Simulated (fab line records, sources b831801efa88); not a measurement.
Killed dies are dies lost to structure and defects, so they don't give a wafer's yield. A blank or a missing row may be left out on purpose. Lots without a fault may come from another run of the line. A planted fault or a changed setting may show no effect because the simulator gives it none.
A struck lot beside a sound one | flow sky130 | 15 steps out of a route of 708
Sound: wafers L350.3, L350.4, L350.6. Struck: wafers L359.1, L359.4, L359.6. The cause comes at the end.
At each step with rows: each side's tool, then ch and its chambers, then its first start. Under that, the readings that differ: sound wafers | struck wafers | difference of the means | sigmas: that difference in standard deviations of wafers without a fault.
alike: readings whose means differ by less than 2 such deviations, and words and numbers that are the same on both sides. not compared: withheld readings, readings that some wafer has no value for, bounds like >300 that may hide the same value, and numbers for which the record gives no deviation and whose values overlap.
The two part at a step that has a row with sigmas, a row that says differs or no value, or rows on one side only. Numbers that don't overlap but have no deviation are shown without sigmas and don't part them. A reading that every wafer of one side lacks parts them only if that side has two wafers or more.

first, 1 step without rows for these wafers: SKY_POLY_CUT_DEVELOP_07 (develop time 60 s).
SKY_POLY_CUT_CD_MEAS_08: target cd 270 nm.
  sound on cd_sem-02, day 24 09:44; struck on cd_sem-02, day 27 23:13
  alike: cd_nm
SKY_POLY_CUT_OVL_MEAS_09:
  sound on overlay-01, day 24 09:50; struck on overlay-01, day 27 23:20
  alike: POLY_CUT_OVL
SKY_POLY_CUT_ETCH_10: etches BARC in N2/H2, stops on SiO2, time 45.9 s, target depth 60 nm.
  sound on rie_diel-02 ch 0,1,3, day 24 09:52; struck on rie_diel-01 ch 1,3, day 27 23:23
  alike: drypump_motor_current_A, h2_flow_sccm, oes_product_au, throttle_valve_pct
  not compared: rf_hours_counter_h
SKY_POLY_CUT_ETCH_11: etches Si3N4 in CF4/CH2F2/Ar, stops on poly-Si, time 42.5 s, target depth 60 nm.
  sound on rie_diel-02 ch 0,1,3, day 24 09:54; struck on rie_diel-01 ch 1,3, day 27 23:25
  alike: drypump_motor_current_A, oes_product_au, throttle_valve_pct
  not compared: rf_hours_counter_h
SKY_POLY_CUT_STRIP_12: strips in O2/N2.
  sound on plasma_asher-02 ch 0,1, day 24 09:58; struck on plasma_asher-01 ch 0,1, day 27 23:28
  alike: drypump_motor_current_A, oes_product_au, strip_time_to_endpoint_s
  not compared: rf_hours_counter_h
then, 6 steps without rows for these wafers: SKY_SD_P_DEHYDRATE_00 (time 60 s); SKY_SD_P_HMDS_01 (prime time 60 s); SKY_SD_P_COAT_02 (resist thk 1140 nm); SKY_SD_P_SOFTBAKE_03 (time 60 s); SKY_SD_P_EXPOSE_04 (exposes mask PSDM, target cd 380 nm); SKY_SD_P_PEB_05.
SKY_SD_P_DEVELOP_06: develop time 60 s.
  sound on litho_track-03 ch 0, day 25 15:50; struck on litho_track-02 ch 0, day 29 03:42
  reading              | sound             | struck            | difference | sigmas
  developer_temp_C (C) | 22.85 22.96 22.91 | 23.69 23.66 23.66 | +0.76      | +6
SKY_SD_P_CD_MEAS_07: target cd 380 nm.
  sound on cd_sem-02, day 25 15:59; struck on cd_sem-01, day 29 03:51
  alike: cd_nm
-- the record jumps here: 19 days lie between the struck wafers' starts before and after (it left off in module SD_P and takes up again in module PAD_OPEN, whose first step shown is number 708 of the route) --
SKY_PAD_OPEN_PROBE_99:
  sound on prober-02, day 45 21:49; struck on prober-02, day 48 10:19
  alike: killed_at_M0_to_M3, killed_at_M4_up, killed_at_contacts, killed_at_front_end, killed_at_other, killed_dies, killed_open, killed_short

WHERE THEY PART
Only at SKY_SD_P_DEVELOP_06, within this record. Later steps at which nothing parts them and some readings are alike: SKY_SD_P_CD_MEAS_07, SKY_PAD_OPEN_PROBE_99.

WHY: what the simulator had put in
Process parameter drift: litho_track-02, from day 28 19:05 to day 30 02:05, at SKY_SD_P_DEVELOP_06. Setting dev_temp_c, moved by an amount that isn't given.
